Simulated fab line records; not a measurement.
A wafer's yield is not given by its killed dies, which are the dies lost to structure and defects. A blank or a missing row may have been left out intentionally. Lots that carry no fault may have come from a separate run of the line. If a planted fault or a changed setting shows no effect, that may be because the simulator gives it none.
What tool caused it? -- flow gf180mcu -- 13 lots with 39 wafers sampled at 5 steps, on a route of 602 steps

## WHAT THE GAUGES SHOWED, per wafer
GF_V4_THK_MEAS_03. Usual: V4_CVD_02_THK 850 nm, standard deviation 10.
lot,measured,on,V4_CVD_02_THK (nm),flag
L123,day 23 16:31,film-metro-01,834 836 838,
L124,day 24 04:16,film-metro-03,837 870 854,
L125,day 24 15:30,film-metro-03,843 851 854,
L127,day 25 08:00,film-metro-03,850 854 857,
L128,day 25 18:52,film-metro-04,849 842 856,
L130,day 26 11:19,film-metro-04,840 841 854,
L137,day 28 11:16,film-metro-04,857 863 860,
L138,day 28 20:22,film-metro-01,850 841 850,
L141,day 29 13:00,film-metro-04,847 849 864,
L142,day 29 21:08,film-metro-01,852 839 852,
L143,day 30 00:36,film-metro-03,850 856 862,
L144,day 30 07:16,film-metro-03,861 874 863,
L145,day 30 14:02,film-metro-04,844 857 850,

GF_V4_CD_MEAS_14: target cd 260 nm. Usual: cd-nm 260.0 nm, standard deviation 1.3.
lot,measured,on,cd-nm (nm),flag
L123,day 24 15:11,cd-sem-02,260.4 259.4 259.7,
L124,day 25 02:31,cd-sem-02,257.5 258.3 258.2,
L125,day 25 13:37,cd-sem-01,259.8 260.4 260.7,
L127,day 26 05:28,cd-sem-02,261.4 261.3 261.2,
L128,day 26 15:49,cd-sem-01,260.3 259.4 259.3,
L130,day 27 08:32,cd-sem-01,260.5 260.8 260.9,
L137,day 29 07:07,cd-sem-01,268.7 268.0 268.4,OFF
L138,day 29 15:51,cd-sem-02,267.7 268.1 267.2,OFF
L141,day 30 07:53,cd-sem-01,260.5 259.8 260.3,
L142,day 30 15:31,cd-sem-01,261.4 260.5 260.7,
L143,day 30 19:23,cd-sem-02,260.9 259.9 261.1,
L144,day 31 01:31,cd-sem-02,259.0 259.7 259.3,
L145,day 31 08:28,cd-sem-01,260.7 259.9 261.4,

GF_V4_OVL_MEAS_15. Usual: V4_OVL 1 nm, standard deviation 5.5.
lot,measured,on,V4_OVL (nm),flag
L123,day 24 15:19,overlay-01,-2 -4 -4,
L124,day 25 02:37,overlay-01,-16 -14 -13,
L125,day 25 13:44,overlay-01,3 2 7,
L127,day 26 05:32,overlay-01,-2 -7 -6,
L128,day 26 15:56,overlay-01,15 12 11,
L130,day 27 08:40,overlay-01,-2 -3 -4,
L137,day 29 07:12,overlay-02,0 0 1,
L138,day 29 15:58,overlay-01,3 1 4,
L141,day 30 08:01,overlay-01,2 7 7,
L142,day 30 15:38,overlay-02,5 0 -10,
L143,day 30 19:29,overlay-01,2 2 7,
L144,day 31 01:37,overlay-01,6 2 6,
L145,day 31 08:34,overlay-01,2 -1 -3,

## WHICH TOOL RAN EACH LOT (tool, then ch and the chambers of the sampled wafers, then the start)
lot,GF_V3_SPUTTER_22,GF_V4_EXPOSE_11
L123,"pvd-sputter-02, day 22 16:11","krf-scanner-02 ch 0, day 24 04:35"
L124,"pvd-sputter-03, day 23 04:08","krf-scanner-02 ch 0, day 24 15:43"
L125,"pvd-sputter-03, day 23 15:40","krf-scanner-01 ch 0, day 25 03:22"
L127,"pvd-sputter-03, day 24 08:22","krf-scanner-01 ch 0, day 25 19:17"
L128,"pvd-sputter-03, day 24 19:17","krf-scanner-01 ch 0, day 26 05:56"
L130,"pvd-sputter-01, day 25 11:52","krf-scanner-02 ch 0, day 26 22:43"
L137,"pvd-sputter-01, day 27 13:58","krf-scanner-02 ch 0, day 28 21:40"
L138,"pvd-sputter-01, day 27 23:13","krf-scanner-02 ch 0, day 29 06:27"
L141,"pvd-sputter-02, day 28 16:20","krf-scanner-01 ch 0, day 29 22:10"
L142,"pvd-sputter-02, day 29 00:28","krf-scanner-01 ch 0, day 30 07:12"
L143,"pvd-sputter-01, day 29 04:03","krf-scanner-01 ch 0, day 30 11:05"
L144,"pvd-sputter-02, day 29 10:28","krf-scanner-01 ch 0, day 30 16:35"
L145,"pvd-sputter-01, day 29 17:39","krf-scanner-01 ch 0, day 30 23:43"
- GF_V3_SPUTTER_22: material TiN, target thk 10 nm, time 40 s.
- GF_V4_EXPOSE_11: exposes mask Via4, target cd 260 nm.

## AS READ BY THE TOOLS THEMSELVES (means over the sampled wafers that have a number; for cases with no such wafer, the mark the record gives instead)
GF_V3_SPUTTER_22. Usual: throttle-valve-pct 30.1 %, standard deviation 0.99.
lot,tool,throttle-valve-pct (%),flag
L123,pvd-sputter-02,30.3,
L124,pvd-sputter-03,30.3,
L125,pvd-sputter-03,30.7,
L127,pvd-sputter-03,30.3,
L128,pvd-sputter-03,30.1,
L130,pvd-sputter-01,30.3,
L137,pvd-sputter-01,29.4,
L138,pvd-sputter-01,29.7,
L141,pvd-sputter-02,30.3,
L142,pvd-sputter-02,30.2,
L143,pvd-sputter-01,29.0,
L144,pvd-sputter-02,30.0,
L145,pvd-sputter-01,29.0,

GF_V4_EXPOSE_11. Usual: exposure-dose-mJ-cm2 37.95, standard deviation 0.039.
lot,tool,exposure-dose-mJ-cm2,flag
L123,krf-scanner-02,37.96,
L124,krf-scanner-02,37.95,
L125,krf-scanner-01,37.96,
L127,krf-scanner-01,37.96,
L128,krf-scanner-01,37.95,
L130,krf-scanner-02,37.94,
L137,krf-scanner-02,40.01,OFF
L138,krf-scanner-02,40.00,OFF
L141,krf-scanner-01,37.96,
L142,krf-scanner-01,38.00,
L143,krf-scanner-01,38.00,
L144,krf-scanner-01,37.92,
L145,krf-scanner-01,37.94,

## THE ANSWER, worked out from the rows above alone
Rule: take the mean of a lot's wafers that have a number; if it is more than 3 standard deviations from the usual mean, the lot is off. Also off: a lot with no number at a reading for which 4 or more lots have one. Any other lot the step has rows for is counted as sound. After the gauges, taken in route order, come the tools' own readings; for these a lot's mean is taken, as printed above. The first step at which some lot is off is used, and at that step the reading that is off furthest; a lot without a number counts as furthest.
Off: L137, L138 (GF_V4_CD_MEAS_14, cd-nm).
A tool fits if, at a process step before that reading, it ran every lot that is off, and no sound lot after the first of them. The gauges at GF_V4_CD_MEAS_14 aren't tried: what is off there is off at GF_V4_EXPOSE_11 too, on other tools, and a gauge's error can't cause that. One fits: GF_V4_EXPOSE_11 on krf-scanner-02. A fault onset in the window from L130 (day 26 22:43, its last sound lot) to L137 (day 28 21:40, its first lot off) fits.
On the lots that are off, the tool's own readings at GF_V4_EXPOSE_11 differ by more than 5 times the standard deviation of the sound lots' means, which bears it out; exposure-dose-mJ-cm2 reads 40.00 there versus 37.96 on the sound lots.

## WHAT WAS PUT IN BY THE SIMULATOR
Drift in process parameters on krf-scanner-02 at GF_V4_EXPOSE_11, starting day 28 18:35. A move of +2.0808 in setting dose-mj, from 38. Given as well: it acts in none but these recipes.
Shown lots that were struck: L137, L138. The rule above reached the same finding.
